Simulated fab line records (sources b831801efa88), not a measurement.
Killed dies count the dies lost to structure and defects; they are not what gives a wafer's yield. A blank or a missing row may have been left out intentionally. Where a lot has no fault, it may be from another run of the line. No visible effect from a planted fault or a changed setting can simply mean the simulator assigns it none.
Problem report in the 8D (eight disciplines) form, filled by code    flow sky130    the parts of the form that need people (team, actions taken, sign-off) are left out

== 1. WHAT WENT WRONG ==
Wafers without a fault read 100.05 C, standard deviation 0.13; plate-temp-C at SKY_POLY_GATE_SOFTBAKE_09 reads a mean of 94.45 C on 6 wafers belonging to 2 lots. That puts it -43 standard deviations away from the usual mean.
The step: time 90 s.
First seen on wafer L632.1, day 18 18:00, on litho-track-03. At this step, 18 wafers from 6 lots have a number in the record. Rule for "out" (also "out of limits"): further than 4 standard deviations from the usual mean. All remaining wafers that have a number are taken as sound.

== 2. WHAT THIS IS AND IS NOT ==
question                     is                                  is not
which readings at this step  plate-temp-C, heater-power-total-W  -
which lots                   L632, L634                          L629, L630, L639, L642
which wafers of those lots   all that have a number              -
read on which tools          litho-track-03                      litho-track-04
when                         from day 18 18:00                   up to then (6 sound wafers); but 6 sound wafers of L639, L642 came after

== 3. THE SUSPECTS, EACH WITH WHAT RULES IT OUT ==
Counting: a tool at a process step up to the reading stays a suspect if it ran every lot that is out and no sound lot after the first of them.
- litho-track-03 at SKY_POLY_GATE_SOFTBAKE_09 (time 90 s): ruled out as a lasting fault. Sound lots L642 ran on it after its first lot that is out, L632 (day 18 18:00).
Left after counting: nothing in the record.

== 4. THE CAUSE (what the simulator had put in) ==
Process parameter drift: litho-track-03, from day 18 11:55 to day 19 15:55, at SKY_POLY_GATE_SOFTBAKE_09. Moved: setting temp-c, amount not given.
Counting ruled it out, wrongly.

== 5. THE EFFECT CHAIN, in route order ==
One row per reading whose mean, taken over the struck wafers that have a number, lies over 3 standard deviations from the usual. Scope: only readings with a usual standard deviation given in the record; hours: median across lots of the time from each lot's start at the first step in this table that gives one to its start at this step; sigmas: change in usual standard deviations.
hours  step                       reading               usual     on struck wafers  change  sigmas
0      SKY_POLY_GATE_SOFTBAKE_09  heater-power-total-W  57.36 W   52.97             -4.39   -37
0      SKY_POLY_GATE_SOFTBAKE_09  plate-temp-C          100.05 C  94.45             -5.60   -43
Here are the process steps it includes:
- SKY_POLY_GATE_SOFTBAKE_09: time 90 s.
At these later measuring or inspecting steps, every struck wafer for which the step has a row has a number for every such reading, and none has moved that far: SKY_POLY_GATE_CD_MEAS_13, SKY_POLY_GATE_OVL_MEAS_14.

== 6. HOW IT WOULD HAVE BEEN CAUGHT EARLIER ==
6 hours passed between the start of the fault at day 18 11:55 and the first reading out of limits in this record, taken at day 18 18:00.
